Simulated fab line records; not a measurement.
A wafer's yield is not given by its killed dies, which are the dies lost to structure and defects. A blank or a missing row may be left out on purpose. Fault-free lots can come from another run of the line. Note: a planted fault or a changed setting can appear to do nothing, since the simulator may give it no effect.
Shared-tool check	flow sky130	Lots sampled 12, wafers sampled 36

## WHY THIS WAS OPENED
2 of 12 lots carry a flag on the reading LI_CONTACT_W_RS at SKY_LI_CONTACT_RS_MEAS_22. No-fault wafers: 0.286 ohm/sq, standard deviation 0.0039.
Rule: a lot is flagged when every wafer of it that has a number lies more than 4 standard deviations from that mean, or none has a number. The other lots count as sound.

lot	measured	on	LI_CONTACT_W_RS (ohm/sq), wafer by wafer	flag
L462	day 30 10:22	film metro-01	0.277 0.280 0.281	
L463	day 30 13:09	film metro-01	0.288 0.291 0.290	
L465	day 31 12:10	film metro-04	0.293 0.288 0.291	
L468	day 32 03:43	film metro-01	0.289 0.286 0.286	
L469	day 32 17:40	film metro-02	0.288 0.284 0.288	
L470	day 33 01:31	film metro-04	0.284 0.285 0.285	
L472	day 33 15:22	film metro-01	0.282 0.283 0.285	
L473	day 33 17:08	film metro-04	0.287 0.288 0.287	
L474	day 34 08:32	film metro-01	0.288 0.288 0.282	
L476	day 35 01:29	film metro-01	0.320 0.323 0.331	FLAGGED
L477	day 35 04:40	film metro-01	0.335 0.339 0.339	FLAGGED
L482	day 36 23:14	film metro-01	0.285 0.290 0.288	
On average the flagged lots' numbers are 0.331 ohm/sq, which is +0.045 ohm/sq against the usual, or +12 standard deviations.

## EACH LOT AND THE TOOL IT RAN ON
2 process steps preceding the reading are held in the record, out of 708 steps in the route. In each cell: the tool, then ch and the chambers that the sampled wafers went through, then the start.
lot	flag	SKY_RES_XHIGH_STRIP_08	SKY_LI_CONTACT_CVD_21
L462		plasma asher-04 ch 0,1, day 27 23:57	cvd w-01 ch 0,1, day 30 10:14
L463		plasma asher-04 ch 0,1, day 28 03:43	cvd w-02 ch 0,1, day 30 13:01
L465		plasma asher-02 ch 0,1, day 29 02:22	cvd w-02 ch 0,1, day 31 12:03
L468		plasma asher-03 ch 0,1, day 29 20:37	cvd w-01 ch 1, day 32 03:34
L469		plasma asher-04 ch 0,1, day 30 10:44	cvd w-02 ch 0,1, day 32 17:31
L470		plasma asher-04 ch 0,1, day 30 15:16	cvd w-02 ch 0,1, day 33 01:23
L472		plasma asher-04 ch 0, day 31 06:47	cvd w-02 ch 0,1, day 33 15:13
L473		plasma asher-02 ch 0,1, day 31 09:31	cvd w-02 ch 0,1, day 33 16:59
L474		plasma asher-02 ch 0,1, day 32 00:13	cvd w-01 ch 0,1, day 34 08:23
L476	FLAGGED	plasma asher-02 ch 0,1, day 32 17:40	cvd w-01 ch 0,1, day 35 01:21
L477	FLAGGED	plasma asher-04 ch 0,1, day 32 20:19	cvd w-01 ch 1, day 35 04:31
L482		plasma asher-03 ch 0,1, day 34 15:37	cvd w-02 ch 0, day 36 23:05
These steps, and what they do:
- SKY_RES_XHIGH_STRIP_08: strips in O2/N2.
- SKY_LI_CONTACT_CVD_21: deposits W, target thk 400 nm, time 120.56 s.
- SKY_LI_CONTACT_RS_MEAS_22: measures by four-point-probe.

## FLAGGED OVER TOTAL, TOOL BY TOOL (the gauges that took the reading come last)
step	tool	lots run	flagged	share of the flagged lots	sound lots run after its first flagged lot
SKY_RES_XHIGH_STRIP_08	plasma asher-02	4	1	some	0
SKY_RES_XHIGH_STRIP_08	plasma asher-03	2	0	none	-
SKY_RES_XHIGH_STRIP_08	plasma asher-04	6	1	some	0
SKY_LI_CONTACT_CVD_21	cvd w-01	5	2	all	0
SKY_LI_CONTACT_CVD_21	cvd w-02	7	0	none	-
SKY_LI_CONTACT_RS_MEAS_22	film metro-01	8	2	all	1 (L482)
SKY_LI_CONTACT_RS_MEAS_22	film metro-02	1	0	none	-
SKY_LI_CONTACT_RS_MEAS_22	film metro-04	3	0	none	-

## THE TABLE: WHAT IT ALLOWS
cvd w-01 at SKY_LI_CONTACT_CVD_21 and film metro-01 at SKY_LI_CONTACT_RS_MEAS_22 are the 2 rows of the table that ran each flagged lot.
- cvd w-01 at SKY_LI_CONTACT_CVD_21 ran 5 lots, 2 of them flagged. It ran its last sound lot, L474, at day 34 08:23 and its first flagged lot, L476, at day 35 01:21: a fault with its onset between the two fits. Its own readings lie more than 4 standard deviations out on every wafer of the flagged lots: susceptor temp C.
- film metro-01 at SKY_LI_CONTACT_RS_MEAS_22 ran 8 lots, 2 of them flagged. Sound lots ran on it after the first flagged one (L482), which a lasting fault on the whole tool wouldn't allow.
One tool is left: cvd w-01 at SKY_LI_CONTACT_CVD_21.

## WHAT THE SIMULATOR HAD PUT IN
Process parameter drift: cvd w-01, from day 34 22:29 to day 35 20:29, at SKY_LI_CONTACT_CVD_21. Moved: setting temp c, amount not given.
Shown lots that were struck: L476, L477. The rule above reached the same finding.
